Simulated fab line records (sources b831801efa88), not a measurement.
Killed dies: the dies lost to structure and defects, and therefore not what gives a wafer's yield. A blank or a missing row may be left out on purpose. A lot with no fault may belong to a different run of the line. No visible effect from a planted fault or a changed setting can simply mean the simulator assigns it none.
The same fault as seen by 2 desks	flow gf180mcu	each desk holds nothing but its own numbers, with what lay behind them at the end

AT THE TOOL OWNER'S DESK: cvdW-01
The tool's own readings at GF_CONTACT_CVD_24 (deposits W, target thk 300 nm, time 90.339 s): means of the sampled wafers that have a number, for each lot that ran on this tool. If a lot's mean is further than 4 standard deviations from the usual mean, the lot is out of limits and carries the mark OUT (the distance appears in the brackets).
Columns: A = heaterPowerOuterW at GF_CONTACT_CVD_24, usual 450 W; B = heaterPowerW at GF_CONTACT_CVD_24, usual 743 W
lot	first seen here	A	B
L859	day 16 00:34	464	774
L861	day 16 19:38	477	777
L865	day 18 05:29	422	707
L866	day 18 15:38	422	712
L867	day 19 09:07	455	739
L868	day 19 13:26	450	733
L869	day 19 22:29	419	705
L870	day 20 10:23	427	705
L873	day 21 09:30	423	708
L876	day 22 07:40	455	737
Finding of this desk: none of the 10 lots has anything out of limits.

FROM THE METROLOGY DESK
What the gauges read for every lot (on any tool): the sampled wafers with a number, averaged. If a lot's mean is further than 4 standard deviations from the usual mean, the lot is out of limits and carries the mark OUT (the distance appears in the brackets).
Columns: A = cdNm at GF_CONTACT_CD_MEAS_14, usual 219.9 nm; B = CONTACT_W_RS at GF_CONTACT_RS_MEAS_25, usual 0.381 ohm/sq; C = CONTACT_W_THK at GF_CONTACT_THK_MEAS_26, usual 304 nm
lot	first seen here	A	B	C
L859	day 15 23:51	220.1	0.378	308
L861	day 16 18:55	219.2	0.378	309
L863	day 17 17:55	219.4	0.383	302
L864	day 18 00:28	218.7	0.386	298
L865	day 18 04:45	220.1	0.382	303
L866	day 18 14:55	221.2	0.382	305
L867	day 19 08:25	221.6	0.383	301
L868	day 19 12:44	219.0	0.382	303
L869	day 19 21:46	219.3	0.376	307
L870	day 20 09:40	222.5	0.383	301
L873	day 21 08:43	221.4	0.398	293
L876	day 22 06:58	220.2	0.401 (+4.6) OUT	291
L877	day 22 10:35	221.4	0.385	302
Finding of this desk: L876 out of limits, first seen on L876 at day 22 07:49 (CONTACT_W_RS at GF_CONTACT_RS_MEAS_25). Within limits: L859, L861, L863, L864, L865, L866, L867, L868, L869, L870, L873, L877.

PUT TOGETHER
Metrology desk: alarm possible at day 22 07:49 on L876.
The desk of the tool owner found nothing out of limits.
The tool owner's desk has L876 on record, within its limits.
Every lot named ran GF_CONTACT_CVD_24 on cvdW-01.

WHAT THE SIMULATOR PUT IN
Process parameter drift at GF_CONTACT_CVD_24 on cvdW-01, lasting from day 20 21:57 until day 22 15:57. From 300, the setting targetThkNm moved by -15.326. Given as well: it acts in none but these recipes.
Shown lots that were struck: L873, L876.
Time in hours between the start of the fault and the first out-of-limits reading at each desk: metrology desk, 34.
